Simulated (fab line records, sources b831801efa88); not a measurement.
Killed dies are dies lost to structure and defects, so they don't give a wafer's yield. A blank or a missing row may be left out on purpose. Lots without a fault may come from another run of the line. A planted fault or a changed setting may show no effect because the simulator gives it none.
A struck lot beside a sound one | flow sky130 | 16 steps out of a route of 708
Sound: wafers L771.1, L771.2, L771.5. Struck: wafers L768.1, L768.2, L768.4. The cause comes at the end.
At each step with rows: each side's tool, then ch and its chambers, then its first start. Under that, the readings that differ: sound wafers | struck wafers | difference of the means | sigmas: that difference in standard deviations of wafers without a fault.
alike: readings whose means differ by less than 2 such deviations, and words and numbers that are the same on both sides. not compared: withheld readings, readings that some wafer has no value for, bounds like >300 that may hide the same value, and numbers for which the record gives no deviation and whose values overlap.
The two part at a step that has a row with sigmas, a row that says differs or no value, or rows on one side only. Numbers that don't overlap but have no deviation are shown without sigmas and don't part them. A reading that every wafer of one side lacks parts them only if that side has two wafers or more.

first, 3 steps without rows for these wafers: SKY_METAL2_EXPOSE_12 (exposes mask MM2, target cd 140 nm); SKY_METAL2_PEB_13; SKY_METAL2_DEVELOP_14 (develop time 60 s).
SKY_METAL2_CD_MEAS_15: target cd 140 nm.
  sound on cd_sem-02, day 38 06:47; struck on cd_sem-01, day 37 13:10
  alike: cd_nm
SKY_METAL2_OVL_MEAS_16:
  sound on overlay-02, day 38 06:54; struck on overlay-01, day 37 13:17
  alike: METAL2_OVL
SKY_METAL2_DESCUM_17: chemistry O2, time 8 s.
  sound on rie_metal-04 ch 0,1, day 38 06:56; struck on rie_metal-01 ch 0,1, day 37 13:19
  alike: drypump_motor_current_A, oes_product_au
  not compared: rf_hours_counter_h
SKY_METAL2_ETCH_18: etches BARC in N2/H2, stops on SiO2, time 45.9 s, target depth 60 nm.
  sound on rie_metal-04 ch 0,1, day 38 06:58; struck on rie_metal-01 ch 0,1, day 37 13:22
  alike: drypump_motor_current_A, oes_product_au, throttle_valve_pct
  not compared: rf_hours_counter_h
SKY_METAL2_METAL_ETCH_19: etches the open film in Cl2/BCl3, stops on SiO2, target depth 360 nm, time 78 s.
  sound on rie_metal-04 ch 0,1, day 38 07:02; struck on rie_metal-01 ch 0,1, day 37 13:25
  alike: bcl3_flow_sccm, drypump_motor_current_A, oes_product_au, throttle_valve_pct
  not compared: rf_hours_counter_h
SKY_METAL2_STRIP_20: strips in O2/N2.
  sound on plasma_asher-04 ch 0,1, day 38 07:07; struck on plasma_asher-02 ch 0,1, day 37 13:31
  reading                     | sound       | struck      | difference | sigmas
  drypump_motor_current_A (A) | 5.2 5.7 5.7 | 6.2 6.5 6.5 | +0.9       | +2
  alike: oes_product_au, strip_time_to_endpoint_s
  not compared: rf_hours_counter_h
then, 3 steps without rows for these wafers: SKY_METAL2_STRIP_21 (strips in post etch residue remover, time 1200 s); SKY_METAL2_CLEAN_22 (cleans in IPA, time 180 s); SKY_METAL2_CLEAN_23 (cleans in O3/DIW).
SKY_VIA2_HDPCVD_00: deposits SiO2, target thk 1180 nm, time 196.7 s.
  sound on hdpcvd-02 ch 0,1, day 38 07:44; struck on hdpcvd-01 ch 1,2, day 37 14:24
  alike: pressure_mtorr
SKY_VIA2_THK_MEAS_01:
  sound on film_metro-01, day 38 07:52; struck on film_metro-03, day 37 14:31
  reading              | sound          | struck         | difference | sigmas
  VIA2_HDPCVD_THK (nm) | 1159 1182 1172 | 2409 2374 2420 | +1230      | +95
SKY_VIA2_CMP_02: polishes SiO2.
  sound on cmp-01 ch 0,2, day 38 07:56; struck on cmp-02 ch 1,2,3, day 37 14:35
  alike: edge_zone_pressure_frac, motor_current_A
-- the record jumps here: 10 days lie between the struck wafers' starts before and after (it left off in module VIA2 and takes up again in module PAD_OPEN, whose first step shown is number 708 of the route) --
SKY_PAD_OPEN_PROBE_99:
  the record has rows for the struck wafers here (prober-01, day 47 15:28) and none for the sound ones

WHERE THEY PART
First at SKY_METAL2_STRIP_20; last, within this record, at SKY_PAD_OPEN_PROBE_99.

WHY: what the simulator had put in
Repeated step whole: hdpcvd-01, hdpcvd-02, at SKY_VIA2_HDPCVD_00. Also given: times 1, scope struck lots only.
